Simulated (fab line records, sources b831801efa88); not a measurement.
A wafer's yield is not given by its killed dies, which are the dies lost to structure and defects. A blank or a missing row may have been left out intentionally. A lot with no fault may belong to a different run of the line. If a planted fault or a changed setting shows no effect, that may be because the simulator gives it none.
fab line records	flow sky130	part 1 of 2: steps 1 to 25 of 34
[record] lots = 5	wafers = 15	last-day = 50
route steps=708 shown SD_N@355 SD_P@359 RES_XHIGH@360 SALICIDE@361 LI_CONTACT@362 LOCAL_INTERCONNECT@387
lots untouched by any fault: they come from a run of this same line in which no faults occurred
start-h: start of the lot's first displayed wafer, in hours after the record's first day	wait-h: hours from the lot's prior step to this one	" unchanged from the row above	L1.1+2: several wafers, shown together as one row	- no value, or no start given	* or withheld: withheld	< > ~ a bound
route shown NAME@n: a module of which the file shows steps, and the number in the route of the first	usual: the fault-free wafers' mean and standard deviation	same: alike in all rows	chamber/n: place in a boat	sites: per-site readings	_std_site: standard deviation of those values	_edge_site: outer sites' mean less inner sites'	radius-mm: how far each site lies from the wafer's centre	mask NAME#n: copy n	behind: the last tool/chamber to shape the wafer	hold: what put the lot on hold/how long, in hours/how the hold closed	device: transistor that didn't switch, given as n, p or np	end of line: tests run on the same wafers once the route is complete	a step without rows: its recipe alone	killed: the dies lost at the first sort to structure and to defects; this is not the yield of the wafer	map: shows each die of a wafer: x if killed, . if not, _ if none is there
set.NAME: the setting as run; set.NAME@STEP: as run at that earlier step	model.NAME: the simulator's own value behind a step, which no gauge read
lots at some steps of the route; a table a step, a row a wafer
services: a tool's chamber out of use, with start hour (start-h, from the record's first day; less than 0 if before it), hours out, and reason
[[steps]]
[step SKY_SD_N_CLEAN_13]
[recipe] chemistry = SC1/SC2	mix = 1:4:20	temp-c = 70	time-s = 150	dry = n2-spin
lot.wafer	tool	chamber	start-h	wait-h
L075.1+2+4	wet-bench-01	2	646.22	0.1
L077.2+3+6	wet-bench-01	0	662.12	0.0
L085.2+3+6	wet-bench-01	2	729.40	0.0
L086.1+3+6	wet-bench-01	2	737.35	0.1
L094.1+2+5	wet-bench-04	3	834.70	0.1
[step SKY_SD_N_RTA_14]
[recipe] temp-c = 1075	time-s = 2	idle-temp-c = 650	ramp-up-c-per-s = 150	ramp-down-c-per-s = 90	ambient = N2
[usual] lamp-power-pct = 15.73/0.054	ramp-up-c-per-s = 150.00/0.03	wafer_temp_C_max = 1078.1/1.3
lot.wafer	tool	chamber	start-h	wait-h	lamp-power-pct	ramp-up-c-per-s	wafer_temp_C_max
L075.1	rtp-anneal-01	0	646.27	0.0	15.82	149.96	1078.8
L075.2	"	0	"	"	15.86	150.00	1077.1
L075.4	"	0	"	"	15.71	150.00	1078.0
L077.2	rtp-anneal-01	0	662.18	0.0	15.78	149.99	1077.5
L077.3	"	0	"	"	15.67	149.96	1079.8
L077.6	"	0	"	"	15.73	149.95	1078.0
L085.2	rtp-anneal-01	0	729.47	0.0	15.84	150.03	1077.7
L085.3	"	0	"	"	15.73	150.00	1080.3
L085.6	"	0	"	"	15.60	149.98	1077.7
L086.1	rtp-anneal-01	0	737.40	0.0	15.76	149.99	1079.0
L086.3	"	0	"	"	15.74	150.01	1076.6
L086.6	"	0	"	"	15.78	149.96	1079.1
L094.1	rtp-anneal-02	0	834.75	0.0	15.76	150.00	1077.3
L094.2	"	0	"	"	15.78	150.02	1080.2
L094.5	"	0	"	"	15.78	150.02	1077.2
[step SKY_SD_N_RS_MEAS_16]
[recipe] thk-meas-gauge = four-point-probe
[usual] SD_N_RS = 68.49/0.11
lot.wafer	tool	chamber	start-h	wait-h	SD_N_RS[ohm/sq]
L075.1	film-metro-02	-	646.45	0.1	68.48
L075.2	"	-	"	"	68.46
L075.4	"	-	"	"	68.59
L077.2	film-metro-04	-	662.36	0.1	68.25
L077.3	"	-	"	"	68.52
L077.6	"	-	"	"	68.49
L085.2	film-metro-04	-	729.65	0.1	68.51
L085.3	"	-	"	"	68.50
L085.6	"	-	"	"	68.66
L086.1	film-metro-02	-	737.57	0.1	68.42
L086.3	"	-	"	"	68.56
L086.6	"	-	"	"	68.58
L094.1	film-metro-02	-	834.93	0.1	68.53
L094.2	"	-	"	"	68.49
L094.5	"	-	"	"	68.43
[step SKY_SD_N_RS_MEAS_17]
[recipe] thk-meas-gauge = four-point-probe
[usual] SD_P_RS = 148.2/0.36
lot.wafer	tool	chamber	start-h	wait-h	SD_P_RS[ohm/sq]
L075.1	film-metro-02	-	646.57	0.1	147.8
L075.2	"	-	"	"	148.2
L075.4	"	-	"	"	147.5
L077.2	film-metro-04	-	662.48	0.1	147.7
L077.3	"	-	"	"	147.7
L077.6	"	-	"	"	147.9
L085.2	film-metro-04	-	729.77	0.1	148.4
L085.3	"	-	"	"	148.4
L085.6	"	-	"	"	148.7
L086.1	film-metro-02	-	737.69	0.1	148.4
L086.3	"	-	"	"	148.4
L086.6	"	-	"	"	148.6
L094.1	film-metro-02	-	835.05	0.1	148.4
L094.2	"	-	"	"	148.0
L094.5	"	-	"	"	148.9
[step SKY_SD_N_RS_MEAS_18]
[recipe] thk-meas-gauge = four-point-probe
[usual] RES_XHIGH_RS = 332.9/0.96
lot.wafer	tool	chamber	start-h	wait-h	RES_XHIGH_RS[ohm/sq]
L075.1	film-metro-02	-	646.69	0.1	331.4
L075.2	"	-	"	"	332.4
L075.4	"	-	"	"	333.2
L077.2	film-metro-04	-	662.60	0.1	333.2
L077.3	"	-	"	"	332.5
L077.6	"	-	"	"	332.6
L085.2	film-metro-04	-	729.89	0.1	331.3
L085.3	"	-	"	"	332.1
L085.6	"	-	"	"	331.1
L086.1	film-metro-02	-	737.81	0.1	333.5
L086.3	"	-	"	"	333.7
L086.6	"	-	"	"	333.4
L094.1	film-metro-02	-	835.17	0.1	334.6
L094.2	"	-	"	"	333.7
L094.5	"	-	"	"	334.2
[step SKY_SALICIDE_CLEAN_00]
[recipe] chemistry = HF-last	time-s = 30	dilution = 100:1	dry = ipa-marangoni
lot.wafer	tool	chamber	start-h	wait-h
L075.1+2+4	wet-bench-02	1	646.81	0.1
L077.2+3+6	wet-bench-02	3	662.70	0.1
L085.2+3+6	wet-bench-03	0	729.99	0.1
L086.1+3+6	wet-bench-01	3	737.93	0.1
L094.1+2+5	wet-bench-02	2	835.29	0.1
[step SKY_LI_CONTACT_HDPCVD_00]
[recipe] material = PSG	target-thk-nm = 930	sigma-open-frac = 0.3	time-s = 160	temp-c = 600	sih4-flow-sccm = 60	pressure-mtorr = 6
lot.wafer	tool	chamber	start-h	wait-h
L075.1+2+4	hdpcvd-01	1,2,1	646.82	0.0
L077.2+3+6	hdpcvd-02	0,1,2	662.72	0.0
L085.2+3+6	hdpcvd-01	1,0,2	730.01	0.0
L086.1+3+6	hdpcvd-02	2,1,0	737.95	0.0
L094.1+2+5	hdpcvd-01	1,2,2	835.30	0.0
[step SKY_LI_CONTACT_THK_MEAS_01]
[recipe] reads = PSG_of_LI_CONTACT_HDPCVD_00
[usual] LI_CONTACT_HDPCVD_THK = 961/15
lot.wafer	tool	chamber	start-h	wait-h	LI_CONTACT_HDPCVD_THK[nm]
L075.1	film-metro-02	-	646.93	0.1	960
L075.2	"	-	"	"	960
L075.4	"	-	"	"	982
L077.2	film-metro-02	-	662.83	0.1	962
L077.3	"	-	"	"	951
L077.6	"	-	"	"	967
L085.2	film-metro-04	-	730.12	0.1	958
L085.3	"	-	"	"	972
L085.6	"	-	"	"	941
L086.1	film-metro-04	-	738.05	0.1	965
L086.3	"	-	"	"	945
L086.6	"	-	"	"	970
L094.1	film-metro-03	-	835.41	0.1	961
L094.2	"	-	"	"	938
L094.5	"	-	"	"	938
[step SKY_LI_CONTACT_CMP_02]
[recipe] material = PSG	down-force-psi = 4	platen-rpm = 60	pad-velocity-m-s = 0.94248
[usual] motor-current-A = 12.2/0.84	time-to-endpoint-s = 35/3.1
lot.wafer	tool	chamber	start-h	wait-h	motor-current-A	time-to-endpoint-s
L075.2	cmp-01	0	647.04	0.1	11.8	37
L075.1	"	1	"	"	12.1	36
L075.4	"	2	"	"	11.9	37
L077.2	cmp-01	3	662.93	0.1	12.4	35
L077.3	"	1	"	"	12.3	34
L077.6	"	3	"	"	12.0	34
L085.2	cmp-01	0	730.17	0.0	12.4	38
L085.3	"	1	"	"	12.2	36
L085.6	"	0	"	"	12.2	34
L086.1	cmp-02	3	738.16	0.1	11.4	32
L086.3	"	1	"	"	14.2	34
L086.6	"	3	"	"	11.4	30
L094.2	cmp-02	2	835.52	0.1	11.0	29
L094.1	"	0	"	"	12.4	37
L094.5	"	1	"	"	13.6	30
[step SKY_LI_CONTACT_BOW_MEAS_03]
[recipe] mode = bow
[usual] LI_CONTACT_BOW = 56/6.5
lot.wafer	tool	chamber	start-h	wait-h	LI_CONTACT_BOW[um]
L075.1	film-metro-02	-	647.29	0.1	52
L075.2	"	-	"	"	59
L075.4	"	-	"	"	66
L077.2	film-metro-04	-	663.20	0.2	50
L077.3	"	-	"	"	51
L077.6	"	-	"	"	56
L085.2	film-metro-04	-	730.49	0.3	53
L085.3	"	-	"	"	66
L085.6	"	-	"	"	58
L086.1	film-metro-03	-	738.41	0.2	45
L086.3	"	-	"	"	54
L086.6	"	-	"	"	50
L094.1	film-metro-02	-	835.77	0.1	59
L094.2	"	-	"	"	52
L094.5	"	-	"	"	60
[step SKY_LI_CONTACT_DEHYDRATE_04]
[recipe] temp-c = 200	time-s = 60
[usual] exhaust-pa = 44.8/0.99	resist-line-temp-C = 23.01/0.1
lot.wafer	tool	chamber	start-h	wait-h	exhaust-pa	resist-line-temp-C
L075.1	litho-track-01	0	661.02	13.7	46.2	23.14
L075.2	"	0	"	"	46.5	23.04
L075.4	"	0	"	"	45.4	22.96
L077.2	litho-track-01	0	677.45	14.2	44.4	22.86
L077.3	"	0	"	"	44.0	23.04
L077.6	"	0	"	"	44.4	22.89
L085.2	litho-track-01	0	743.05	12.5	43.2	23.01
L085.3	"	0	"	"	45.1	23.00
L085.6	"	0	"	"	45.1	23.06
L086.1	litho-track-01	0	751.22	12.8	46.3	23.03
L086.3	"	0	"	"	45.3	22.98
L086.6	"	0	"	"	45.9	23.03
L094.1	litho-track-04	0	848.54	12.8	45.4	23.14
L094.2	"	0	"	"	43.5	23.16
L094.5	"	0	"	"	45.0	22.94
[step SKY_LI_CONTACT_HMDS_05]
[recipe] prime-time-s = 60	prime-temp-c = 120
[usual] exhaust-pa = 44.9/0.81	resist-line-temp-C = 22.99/0.12
lot.wafer	tool	chamber	start-h	wait-h	exhaust-pa	resist-line-temp-C
L075.1	litho-track-01	0	661.17	0.1	44.3	22.96
L075.2	"	0	"	"	43.7	23.01
L075.4	"	0	"	"	44.5	22.86
L077.2	litho-track-01	0	677.60	0.1	44.6	22.93
L077.3	"	0	"	"	44.8	23.09
L077.6	"	0	"	"	44.4	22.90
L085.2	litho-track-01	0	743.20	0.1	45.6	22.97
L085.3	"	0	"	"	44.6	22.84
L085.6	"	0	"	"	44.3	22.96
L086.1	litho-track-01	0	751.37	0.1	45.4	23.10
L086.3	"	0	"	"	46.9	23.25
L086.6	"	0	"	"	43.7	23.08
L094.1	litho-track-04	0	848.69	0.1	45.2	22.75
L094.2	"	0	"	"	45.1	22.78
L094.5	"	0	"	"	45.9	22.97
[step SKY_LI_CONTACT_COAT_06]
[recipe] resist = BARC	temp-c = withheld	time-s = withheld	spin-rpm = 3000	resist-thk-nm = 60
[usual] exhaust-pa = 45.0/0.86	resist-line-temp-C = *
lot.wafer	tool	chamber	start-h	wait-h	exhaust-pa	resist-line-temp-C
L075.1	litho-track-01	0	661.32	0.1	45.7	*
L075.2	"	0	"	"	45.8	*
L075.4	"	0	"	"	44.1	*
L077.2	litho-track-01	0	677.75	0.1	45.6	*
L077.3	"	0	"	"	43.9	*
L077.6	"	0	"	"	43.6	*
L085.2	litho-track-01	0	743.35	0.1	44.6	*
L085.3	"	0	"	"	44.8	*
L085.6	"	0	"	"	46.1	*
L086.1	litho-track-01	0	751.52	0.1	46.1	*
L086.3	"	0	"	"	47.2	*
L086.6	"	0	"	"	45.3	*
L094.1	litho-track-04	0	848.84	0.1	44.9	*
L094.2	"	0	"	"	46.4	*
L094.5	"	0	"	"	46.1	*
[step SKY_LI_CONTACT_COAT_07]
[recipe] resist = KrF-thick	spin-rpm = 3000	resist-thk-nm = 450
[usual] exhaust-pa = 44.8/0.81	resist-line-temp-C = 22.99/0.11
lot.wafer	tool	chamber	start-h	wait-h	exhaust-pa	resist-line-temp-C
L075.1	litho-track-01	0	-	-	45.5	23.02
L075.2	"	0	"	"	45.6	23.05
L075.4	"	0	"	"	44.0	22.95
L077.2	litho-track-01	0	-	-	44.3	22.94
L077.3	"	0	"	"	44.3	23.00
L077.6	"	0	"	"	44.2	22.94
L085.2	litho-track-01	0	-	-	44.1	23.19
L085.3	"	0	"	"	42.8	23.14
L085.6	"	0	"	"	42.6	22.94
L086.1	litho-track-01	0	-	-	45.1	22.89
L086.3	"	0	"	"	44.6	22.96
L086.6	"	0	"	"	45.5	22.87
L094.1	litho-track-04	0	-	-	45.6	22.85
L094.2	"	0	"	"	45.3	22.85
L094.5	"	0	"	"	45.4	22.98
[step SKY_LI_CONTACT_SOFTBAKE_08]
[recipe] temp-c = 100	time-s = 90	resist = KrF-thick
[usual] exhaust-pa = 45.0/0.99	resist-line-temp-C = 23.00/0.11
lot.wafer	tool	chamber	start-h	wait-h	exhaust-pa	resist-line-temp-C
L075.1	litho-track-01	0	-	-	44.6	22.89
L075.2	"	0	"	"	45.0	23.03
L075.4	"	0	"	"	44.9	22.90
L077.2	litho-track-01	0	-	-	45.9	22.89
L077.3	"	0	"	"	44.8	22.90
L077.6	"	0	"	"	45.1	22.99
L085.2	litho-track-01	0	-	-	45.2	23.16
L085.3	"	0	"	"	45.1	23.07
L085.6	"	0	"	"	45.5	23.18
L086.1	litho-track-01	0	-	-	44.4	23.16
L086.3	"	0	"	"	44.3	23.18
L086.6	"	0	"	"	44.6	23.10
L094.1	litho-track-04	0	-	-	43.5	22.89
L094.2	"	0	"	"	44.4	22.89
L094.5	"	0	"	"	43.3	23.01
[step SKY_LI_CONTACT_EXPOSE_09]
[recipe] mask-id = LICM1	na = 0.8	source-shape = annular	sigma-inner = 0.55	sigma-outer = 0.85	target-cd-nm = 170	dose-mj = 38
[usual] stage-vel-mm-s = 499.98/0.25
lot.wafer	tool	chamber	start-h	wait-h	mask	stage-vel-mm-s
L075.1	krf-scanner-02	0	-	-	LICM1#0	500.15
L075.2	"	0	"	"	LICM1#0	500.10
L075.4	"	0	"	"	LICM1#0	499.88
L077.2	krf-scanner-02	0	-	-	LICM1#0	500.18
L077.3	"	0	"	"	LICM1#0	500.12
L077.6	"	0	"	"	LICM1#0	500.11
L085.2	krf-scanner-02	0	-	-	LICM1#0	499.82
L085.3	"	0	"	"	LICM1#0	500.20
L085.6	"	0	"	"	LICM1#0	500.05
L086.1	krf-scanner-02	0	-	-	LICM1#0	499.77
L086.3	"	0	"	"	LICM1#0	499.65
L086.6	"	0	"	"	LICM1#0	500.30
L094.1	krf-scanner-01	0	-	-	LICM1#0	499.60
L094.2	"	0	"	"	LICM1#0	499.98
L094.5	"	0	"	"	LICM1#0	499.95
[step SKY_LI_CONTACT_PEB_10]
[recipe] peb-temp-c = withheld	peb-time-s = withheld	resist = KrF-thick
[usual] exhaust-pa = 45.0/0.94	resist-line-temp-C = *
lot.wafer	tool	chamber	start-h	wait-h	exhaust-pa	resist-line-temp-C
L075.1	litho-track-02	0	-	-	44.8	*
L075.2	"	0	"	"	45.2	*
L075.4	"	0	"	"	45.4	*
L077.2	litho-track-02	0	-	-	45.6	*
L077.3	"	0	"	"	45.6	*
L077.6	"	0	"	"	46.1	*
L085.2	litho-track-02	0	-	-	45.2	*
L085.3	"	0	"	"	46.1	*
L085.6	"	0	"	"	45.9	*
L086.1	litho-track-02	0	-	-	44.7	*
L086.3	"	0	"	"	44.3	*
L086.6	"	0	"	"	44.9	*
L094.1	litho-track-01	0	-	-	44.8	*
L094.2	"	0	"	"	46.5	*
L094.5	"	0	"	"	44.5	*
[step SKY_LI_CONTACT_DEVELOP_11]
[recipe] develop-time-s = 60	resist = KrF-thick	dev-temp-c = 21
[usual] exhaust-pa = 45.2/0.86	resist-line-temp-C = 22.98/0.098
lot.wafer	tool	chamber	start-h	wait-h	exhaust-pa	resist-line-temp-C
L075.1	litho-track-02	0	-	-	45.9	23.00
L075.2	"	0	"	"	45.7	22.93
L075.4	"	0	"	"	45.8	22.89
L077.2	litho-track-02	0	-	-	45.5	23.15
L077.3	"	0	"	"	45.9	23.00
L077.6	"	0	"	"	45.2	22.98
L085.2	litho-track-02	0	-	-	45.7	22.94
L085.3	"	0	"	"	45.2	22.89
L085.6	"	0	"	"	45.5	22.93
L086.1	litho-track-02	0	-	-	43.4	23.00
L086.3	"	0	"	"	43.5	22.95
L086.6	"	0	"	"	45.0	23.05
L094.1	litho-track-01	0	-	-	45.9	22.97
L094.2	"	0	"	"	45.9	22.78
L094.5	"	0	"	"	45.4	23.13
[step SKY_LI_CONTACT_CD_MEAS_12]
[recipe] target-cd-nm = 170
[usual] cd-nm = 170.0/1.6
lot.wafer	tool	chamber	start-h	wait-h	cd-nm
L075.1	cd-sem-02	-	676.23	-	167.8
L075.2	"	-	"	"	168.7
L075.4	"	-	"	"	168.2
L077.2	cd-sem-02	-	692.70	-	169.5
L077.3	"	-	"	"	169.3
L077.6	"	-	"	"	170.5
L085.2	cd-sem-02	-	757.20	-	169.9
L085.3	"	-	"	"	169.2
L085.6	"	-	"	"	169.0
L086.1	cd-sem-02	-	765.88	-	169.3
L086.3	"	-	"	"	169.2
L086.6	"	-	"	"	170.9
L094.1	cd-sem-02	-	861.92	-	172.7
L094.2	"	-	"	"	173.7
L094.5	"	-	"	"	172.0
[step SKY_LI_CONTACT_OVL_MEAS_13]
[usual] LI_CONTACT_OVL = -5/5.5
lot.wafer	tool	chamber	start-h	wait-h	LI_CONTACT_OVL[nm]
L075.1	overlay-02	-	676.35	0.1	-9
L075.2	"	-	"	"	1
L075.4	"	-	"	"	-2
L077.2	overlay-02	-	692.81	0.1	-3
L077.3	"	-	"	"	-6
L077.6	"	-	"	"	-6
L085.2	overlay-02	-	757.31	0.1	-11
L085.3	"	-	"	"	-2
L085.6	"	-	"	"	-4
L086.1	overlay-01	-	766.00	0.1	-4
L086.3	"	-	"	"	-6
L086.6	"	-	"	"	2
L094.1	overlay-02	-	862.04	0.1	-1
L094.2	"	-	"	"	-9
L094.5	"	-	"	"	-3
[step SKY_LI_CONTACT_ETCH_14]
[recipe] chemistry = N2/H2	target = BARC	ion-energy-ev = 200	source-w = 500	bias-w = 100	pressure-mtorr = 30	n2-flow-sccm = 100	h2-flow-sccm = 200	stop-on = SiO2	time-s = 45.9	target-depth-a = 600
[usual] drypump-motor-current-A = 5.8/0.37	oes-product-au = 0.855/0.0049	rf-fwd-power-W = 494.9/2.1	throttle-valve-pct = 13.225/0.0089
lot.wafer	tool	chamber	start-h	wait-h	drypump-motor-current-A	oes-product-au	rf-fwd-power-W	rf-hours-counter-h	throttle-valve-pct
L075.1	rie-diel-03	2	676.39	0.0	5.8	0.855	491.1	12	13.231
L075.2	"	3	"	"	5.8	0.855	495.0	3	13.223
L075.4	"	1	"	"	6.4	0.866	492.2	8	13.208
L077.2	rie-diel-01	0	692.84	0.0	6.3	0.858	495.2	6	13.227
L077.3	"	3	"	"	5.7	0.867	495.3	41	13.223
L077.6	"	1	"	"	5.7	0.861	495.4	-	13.217
L085.2	rie-diel-03	0	757.34	0.0	5.7	0.854	495.4	6	13.225
L085.3	"	2	"	"	5.8	0.861	492.0	14	13.227
L085.6	"	0	"	"	5.7	0.863	496.4	-	13.228
L086.1	rie-diel-02	3	766.04	0.0	5.0	0.846	497.4	16	13.214
L086.3	"	2	"	"	5.7	0.852	496.4	12	13.218
L086.6	"	1	"	"	6.3	0.859	491.0	-	13.235
L094.1	rie-diel-01	1	862.08	0.0	5.7	0.850	495.3	14	13.220
L094.2	"	2	"	"	5.7	0.860	490.9	16	13.226
L094.5	"	0	"	"	6.4	0.853	497.4	-	13.231
[step SKY_LI_CONTACT_ETCH_15]
[recipe] target = PSG	chemistry = C4F8/O2/Ar	stop-on = Si	taper-deg = 4.15	mask-material = KrF-thick	source-w = 1500	bias-w = 1200	pressure-mtorr = 40	c4f8-flow-sccm = withheld	O2_flow_sccm = 6	Ar_flow_sccm = 300	time-s = withheld	target-depth-a = 6000
[usual] oes-product-au = 0.837/0.005	rf-fwd-power-W = 1493/4.8
lot.wafer	tool	chamber	start-h	wait-h	oes-product-au	rf-fwd-power-W
L075.1	rie-diel-03	2	676.43	0.0	0.840	1487
L075.2	"	3	"	"	0.843	1492
L075.4	"	1	"	"	0.830	1496
L077.2	rie-diel-01	0	692.88	0.0	0.836	1496
L077.3	"	3	"	"	0.832	1492
L077.6	"	1	"	"	0.834	1502
L085.2	rie-diel-03	0	757.38	0.0	0.842	1495
L085.3	"	2	"	"	0.847	1482
L085.6	"	0	"	"	0.837	1490
L086.1	rie-diel-02	3	766.08	0.0	0.838	1498
L086.3	"	2	"	"	0.836	1493
L086.6	"	1	"	"	0.827	1491
L094.1	rie-diel-01	1	862.12	0.0	0.837	1491
L094.2	"	2	"	"	0.838	1491
L094.5	"	0	"	"	0.838	1497
[step SKY_LI_CONTACT_STRIP_16]
[recipe] chemistry = O2/N2	power-w = 1400	pressure-mtorr = 1500	platen-temp-c = withheld	o2-flow-sccm = 3000	n2-flow-sccm = 300	overash-fraction = 0.5
[usual] drypump-motor-current-A = 6.1/0.5	oes-product-au = 0.375/0.0044	strip-time-to-endpoint-s = 3.49/0.042
[same] overash-fraction = 0.5
lot.wafer	tool	chamber	start-h	wait-h	drypump-motor-current-A	oes-product-au	rf-hours-counter-h	strip-time-to-endpoint-s
L075.1	plasma-asher-01	0	676.52	-	5.8	0.382	101	3.47
L075.2	"	1	"	"	6.4	0.375	101	3.52
L075.4	"	1	"	"	6.5	0.368	-	3.48
L077.2	plasma-asher-04	0	692.97	-	6.5	0.373	57	3.49
L077.3	"	1	"	"	5.3	0.379	-	3.49
L077.6	"	0	"	"	6.5	0.384	-	3.46
L085.2	plasma-asher-01	1	757.47	-	6.5	0.377	1	3.45
L085.3	"	1	"	"	6.5	0.386	-	3.52
L085.6	"	0	"	"	5.8	0.381	-	3.45
L086.1	plasma-asher-04	1	766.17	-	5.3	0.375	64	3.58
L086.3	"	0	"	"	6.5	0.372	-	3.50
L086.6	"	0	"	"	6.5	0.380	-	3.56
L094.1	plasma-asher-01	1	862.21	-	6.5	0.376	12	3.46
L094.2	"	0	"	"	5.8	0.375	12	3.50
L094.5	"	0	"	"	5.8	0.367	-	3.46
[step SKY_LI_CONTACT_CLEAN_17]
[recipe] chemistry = NMP	time-s = 600	temp-c = 60	dry = n2-spin
lot.wafer	tool	chamber	start-h	wait-h
L075.1+2+4	wet-bench-02	1	676.62	0.1
L077.2+3+6	wet-bench-01	2	693.07	0.1
L085.2+3+6	wet-bench-02	2	757.57	0.1
L086.1+3+6	wet-bench-02	2	766.27	0.1
L094.1+2+5	wet-bench-02	3	862.31	0.1
[step SKY_LI_CONTACT_PRE_CLEAN_18]
[recipe] gas = Ar	time-s = 5.6	bias-v = 358
lot.wafer	tool	chamber	start-h	wait-h
L075.1+2+4	pvd-sputter-02	-	676.79	0.0
L077.2+3+6	pvd-sputter-02	-	693.24	0.0
L085.2+3+6	pvd-sputter-02	-	757.76	0.0
L086.1+3+6	pvd-sputter-02	-	766.46	0.0
L094.1+2+5	pvd-sputter-01	-	862.48	0.0
